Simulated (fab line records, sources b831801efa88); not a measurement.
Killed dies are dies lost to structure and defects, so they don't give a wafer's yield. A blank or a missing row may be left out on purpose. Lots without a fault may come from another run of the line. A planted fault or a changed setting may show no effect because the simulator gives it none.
Which tool did it? | flow sky130 | 10 lots, 30 wafers sampled, at 6 steps of a route of 708

WHAT THE GAUGES READ, wafer by wafer
SKY_VT_ADJUST_PCH_TW_MEAS_10.
lot  | measured     | on            | VT_ADJUST_PCH_TW
L701 | day 10 07:56 | film_metro-01 | 143.4 143.5 143.9
L702 | day 10 12:32 | film_metro-01 | 142.6 142.9 142.9
L703 | day 10 23:29 | film_metro-01 | 142.4 143.1 143.2
L704 | day 11 09:38 | film_metro-03 | 141.1 141.0 141.0
L705 | day 11 21:40 | film_metro-01 | 142.8 143.3 142.8
L712 | day 14 12:35 | film_metro-02 | 143.7 144.2 143.7
L714 | day 14 21:08 | film_metro-03 | 141.0 141.5 140.5
L713 | day 14 21:10 | film_metro-02 | 144.2 144.3 144.4
L723 | day 17 17:56 | film_metro-03 | 139.9 140.9 139.8
L724 | day 17 18:17 | film_metro-02 | 143.9 144.5 145.2

SKY_GATE_OXIDE_TW_MEAS_14.
lot  | measured     | on            | GATE_OXIDE_TW
L701 | day 13 19:20 | film_metro-03 | 220.7 220.9 221.1
L702 | day 14 02:13 | film_metro-02 | 226.5 227.2 226.2
L703 | day 14 13:37 | film_metro-03 | 221.5 220.5 221.6
L704 | day 15 02:52 | film_metro-02 | 226.5 226.3 226.3
L705 | day 15 12:47 | film_metro-03 | 220.9 221.2 220.2
L712 | day 18 09:59 | film_metro-02 | 228.3 228.2 226.6
L714 | day 18 18:49 | film_metro-04 | 224.5 225.7 226.0
L713 | day 18 18:34 | film_metro-02 | 228.6 227.6 228.2
L723 | day 22 00:01 | film_metro-02 | 225.9 226.2 227.6
L724 | day 22 00:11 | film_metro-03 | 220.4 220.0 219.9

SKY_POLY_GATE_THK_MEAS_04.
lot  | measured     | on            | POLY_GATE_CVD_03_THK (nm)
L701 | day 15 04:44 | film_metro-02 | 75.3 75.5 75.3
L702 | day 15 10:08 | film_metro-02 | 75.4 75.5 74.9
L703 | day 16 02:50 | film_metro-03 | 74.9 74.9 75.2
L704 | day 16 11:34 | film_metro-03 | 74.2 74.8 74.2
L705 | day 16 22:14 | film_metro-03 | 74.7 74.8 75.4
L712 | day 19 21:32 | film_metro-03 | 75.7 75.5 74.8
L714 | day 20 07:43 | film_metro-03 | 94.7 99.8 95.0
L713 | day 20 07:43 | film_metro-01 | 92.2 88.0 79.7
L723 | day 23 10:55 | film_metro-03 | 74.4 74.4 74.2
L724 | day 23 12:17 | film_metro-01 | 75.1 74.7 75.0

SKY_POLY_GATE_CD_MEAS_22.
lot  | measured     | on        | cd_nm (nm)
L701 | day 16 15:13 | cd_sem-01 | 149.0 148.4 153.1
L702 | day 16 20:34 | cd_sem-01 | 149.3 148.9 151.4
L703 | day 17 09:16 | cd_sem-01 | 146.5 149.1 150.9
L704 | day 17 17:56 | cd_sem-02 | 150.2 151.5 153.8
L705 | day 18 04:28 | cd_sem-01 | 147.9 149.8 146.7
L712 | day 21 05:57 | cd_sem-01 | 152.3 154.4 147.5
L714 | day 21 16:23 | cd_sem-01 | 149.9 149.0 151.2
L713 | day 21 15:56 | cd_sem-01 | 150.2 150.8 156.1
L723 | day 24 19:07 | cd_sem-02 | 150.8 150.5 153.4
L724 | day 24 23:16 | cd_sem-01 | 148.3 150.2 150.7

WHICH TOOL RAN EACH LOT (tool, then ch and the chambers of the sampled wafers, then the start)
lot  | SKY_POLY_GATE_CVD_03        | SKY_POLY_GATE_ETCH_16
L701 | lpcvd-02 ch 1, day 15 03:22 | rie_diel-04 ch 0,1,2, day 16 08:13
L702 | lpcvd-02 ch 1, day 15 08:46 | rie_diel-03 ch 0,2,3, day 16 14:16
L703 | lpcvd-02 ch 1, day 16 01:28 | rie_diel-04 ch 1,2, day 17 05:50
L704 | lpcvd-02 ch 1, day 16 10:12 | rie_diel-03 ch 0,2,3, day 17 15:37
L705 | lpcvd-02 ch 0, day 16 20:52 | rie_diel-04 ch 0,1,2, day 18 02:50
L712 | lpcvd-02 ch 0, day 19 20:09 | rie_diel-02 ch 0,3, day 21 04:17
L714 | lpcvd-02 ch 1, day 20 06:22 | rie_diel-04 ch 0,2,3, day 21 14:47
L713 | lpcvd-02 ch 1, day 20 06:22 | rie_diel-02 ch 0,1, day 21 14:19
L723 | lpcvd-02 ch 1, day 23 09:33 | rie_diel-02 ch 1,2,3, day 24 16:50
L724 | lpcvd-02 ch 0, day 23 10:55 | rie_diel-03 ch 1,2,3, day 24 18:34
- SKY_POLY_GATE_CVD_03: deposits Si3N4 from DCS/NH3, target thk 75 nm, time 1290 s.
- SKY_POLY_GATE_ETCH_16: etches Si3N4 in CH3F/O2, stops on poly-Si, time 147.5 s, target depth 75 nm.

WHAT THE TOOLS THEMSELVES READ (means of the sampled wafers that have a number; where no wafer has one, the mark that the record gives instead)
SKY_POLY_GATE_CVD_03.
lot  | tool     | spike_tc_centre_C (C) | spike_tc_lower_C (C) | spike_tc_upper_C (C) | zone_power_bottom_pct (%) | zone_power_centre_pct (%) | zone_power_lower_pct (%) | zone_power_upper_pct (%)
L701 | lpcvd-02 | 773.0                 | 768.8                | 770.5                | 20.42                     | 13.27                     | 13.53                    | 11.3
L702 | lpcvd-02 | 771.7                 | 768.7                | 769.1                | 20.75                     | 13.19                     | 13.49                    | 11.4
L703 | lpcvd-02 | 771.5                 | 768.9                | 770.0                | 20.63                     | 13.20                     | 13.58                    | 11.4
L704 | lpcvd-02 | 772.9                 | 768.8                | 770.2                | 20.63                     | 13.08                     | 13.52                    | 11.3
L705 | lpcvd-02 | 773.2                 | 772.9                | 771.1                | 20.39                     | 12.69                     | 13.42                    | 13.7
L712 | lpcvd-02 | 772.2                 | 772.4                | 770.3                | 20.22                     | 12.91                     | 13.51                    | 13.8
L714 | lpcvd-02 | 804.6                 | 764.2                | 766.4                | 20.85                     | 21.71                     | 8.91                     | 7.5
L713 | lpcvd-02 | 804.4                 | 764.5                | 765.0                | 20.87                     | 21.55                     | 8.96                     | 7.5
L723 | lpcvd-02 | 771.6                 | 768.4                | 770.0                | 20.50                     | 13.04                     | 13.41                    | 11.4
L724 | lpcvd-02 | 773.3                 | 773.3                | 770.6                | 20.30                     | 12.94                     | 13.45                    | 13.7

SKY_POLY_GATE_ETCH_16.
lot  | tool        | drypump_motor_current_A (A) | oes_product_au (a.u.) | throttle_valve_pct (%)
L701 | rie_diel-04 | 5.3                         | 0.645                 | 10.533
L702 | rie_diel-03 | 5.4                         | 0.636                 | 10.537
L703 | rie_diel-04 | 5.6                         | 0.638                 | 10.526
L704 | rie_diel-03 | 5.4                         | 0.635                 | 10.523
L705 | rie_diel-04 | 5.3                         | 0.642                 | 10.532
L712 | rie_diel-02 | 6.0                         | 0.642                 | 10.536
L714 | rie_diel-04 | 5.1                         | 0.714                 | 10.545
L713 | rie_diel-02 | 5.6                         | 0.684                 | 10.547
L723 | rie_diel-02 | 5.9                         | 0.637                 | 10.540
L724 | rie_diel-03 | 5.3                         | 0.642                 | 10.531

THE ANSWER, worked out from the rows above alone
Rule: what is usual is taken from the lots themselves. Put in order of their means at a reading, lots are off if they are a third of the lots or fewer, leave a main group of 4 or more, and stand apart from it by a gap of 3 or more times the standard deviation of the main group's means; of several such gaps the widest counts. A main group whose means are all the same, to the digits that the tables above print for the reading, isn't used. A lot without any number at a reading at which 4 lots or more have one is off too. The other lots that the step has rows for count as sound. The gauges are gone through in route order, then the tools' own readings, and for those a lot's mean is taken as printed above. The first step at which some lot is off is used, and at that step the reading that is off furthest; a lot without a number counts as furthest.
Off: L714, L713, at SKY_POLY_GATE_THK_MEAS_04 (POLY_GATE_CVD_03_THK). The main group: mean 75.0 nm, standard deviation 0.37.
A tool fits if, at a process step before that reading, it ran every lot that is off, and no sound lot after the first of them. The gauges at SKY_POLY_GATE_THK_MEAS_04 aren't tried: what is off there is off at SKY_POLY_GATE_CVD_03 too, on other tools, and a gauge's error can't cause that. None of those tried fits.

WHAT THE SIMULATOR HAD PUT IN
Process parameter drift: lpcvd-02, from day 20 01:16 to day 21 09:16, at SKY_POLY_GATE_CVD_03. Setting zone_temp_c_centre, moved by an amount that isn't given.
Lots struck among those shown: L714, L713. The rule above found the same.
